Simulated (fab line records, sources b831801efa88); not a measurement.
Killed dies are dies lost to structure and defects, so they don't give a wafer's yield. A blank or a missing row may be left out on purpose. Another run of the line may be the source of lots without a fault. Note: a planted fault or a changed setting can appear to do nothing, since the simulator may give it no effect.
Which of the tools did it? + flow sky130 + 11 lots, 33 wafers sampled, at 3 steps of a route of 708

## WHAT THE GAUGES SHOWED, per wafer
SKY_VIA3_RS_MEAS_22: measures by four-point-probe.
| lot  | measured     | on            | VIA3_W_RS (ohm/sq) |
|------|--------------|---------------|--------------------|
| L812 | day 41 06:16 | film-metro-02 | 0.290 0.291 0.290  |
| L813 | day 41 18:41 | film-metro-04 | 0.288 0.289 0.291  |
| L814 | day 42 10:36 | film-metro-02 | 0.298 0.294 0.299  |
| L815 | day 42 10:45 | film-metro-01 | 0.295 0.293 0.292  |
| L816 | day 42 18:44 | film-metro-02 | 0.289 0.293 0.292  |
| L817 | day 43 08:14 | film-metro-02 | 0.290 0.293 0.292  |
| L818 | day 43 11:59 | film-metro-02 | 0.293 0.293 0.294  |
| L819 | day 43 15:11 | film-metro-02 | 0.293 0.292 0.290  |
| L821 | day 44 07:49 | film-metro-04 | 0.297 0.289 0.295  |
| L825 | day 45 15:35 | film-metro-04 | 0.296 0.296 0.296  |
| L826 | day 45 15:44 | film-metro-02 | 0.295 0.295 0.292  |

SKY_VIA3_THK_MEAS_23: measures by xrf.
| lot  | measured     | on            | VIA3_W_THK (nm) |
|------|--------------|---------------|-----------------|
| L812 | day 41 06:23 | film-metro-02 | 383 381 384     |
| L813 | day 41 18:48 | film-metro-04 | 402 397 399     |
| L814 | day 42 10:43 | film-metro-02 | 375 382 376     |
| L815 | day 42 10:52 | film-metro-01 | 393 397 399     |
| L816 | day 42 18:51 | film-metro-02 | 386 382 388     |
| L817 | day 43 08:21 | film-metro-02 | 390 387 386     |
| L818 | day 43 12:05 | film-metro-02 | 387 387 385     |
| L819 | day 43 15:18 | film-metro-02 | 389 389 389     |
| L821 | day 44 07:55 | film-metro-04 | 384 392 388     |
| L825 | day 45 15:42 | film-metro-04 | 385 384 387     |
| L826 | day 45 15:50 | film-metro-02 | 375 377 376     |

## EACH LOT AND THE TOOL THAT RAN IT (in order: tool; ch and the chambers of the sampled wafers; start)
| lot  | SKY_VIA3_CVD_21               |
|------|-------------------------------|
| L812 | cvd-w-02 ch 0, day 41 06:01   |
| L813 | cvd-w-02 ch 0, day 41 18:33   |
| L814 | cvd-w-01 ch 0,1, day 42 10:29 |
| L815 | cvd-w-02 ch 0,1, day 42 10:37 |
| L816 | cvd-w-02 ch 0, day 42 18:35   |
| L817 | cvd-w-01 ch 0,1, day 43 08:06 |
| L818 | cvd-w-02 ch 0,1, day 43 11:50 |
| L819 | cvd-w-02 ch 0,1, day 43 15:02 |
| L821 | cvd-w-01 ch 0,1, day 44 07:42 |
| L825 | cvd-w-01 ch 0,1, day 45 15:28 |
| L826 | cvd-w-02 ch 0,1, day 45 15:37 |
- SKY_VIA3_CVD_21: deposits W, target thk 390 nm, time 117.31 s.

## AS READ BY THE TOOLS THEMSELVES (means over the sampled wafers that have a number; for cases with no such wafer, the mark the record gives instead)
SKY_VIA3_CVD_21.
| lot  | tool     | heater-power-w (W) |
|------|----------|--------------------|
| L812 | cvd-w-02 | 868                |
| L813 | cvd-w-02 | 871                |
| L814 | cvd-w-01 | 801                |
| L815 | cvd-w-02 | 862                |
| L816 | cvd-w-02 | 889                |
| L817 | cvd-w-01 | 780                |
| L818 | cvd-w-02 | 855                |
| L819 | cvd-w-02 | 871                |
| L821 | cvd-w-01 | 840                |
| L825 | cvd-w-01 | 846                |
| L826 | cvd-w-02 | 876                |

## THE ANSWER, worked out from the rows above alone
Rule: what is usual is taken from the lots themselves. Put in order of their means at a reading, lots are off if they are a third of the lots or fewer, leave a main group of 4 or more, and stand apart from it by a gap of 3 or more times the standard deviation of the main group's means; of several such gaps the widest counts. Not used: any main group whose means are identical at the precision the tables above print for the reading. Also off: a lot with no number at a reading for which 4 or more lots have one. Where the step has rows for the other lots, those lots are counted as sound. First the gauges in route order, then the tools' own readings, where a lot's mean is used as printed above. The first step at which some lot is off is used, and at that step the reading that is off furthest; a lot without a number counts as furthest.
None of the lots is off at any reading shown; this tells nothing.

## WHAT THE SIMULATOR HAD PUT IN
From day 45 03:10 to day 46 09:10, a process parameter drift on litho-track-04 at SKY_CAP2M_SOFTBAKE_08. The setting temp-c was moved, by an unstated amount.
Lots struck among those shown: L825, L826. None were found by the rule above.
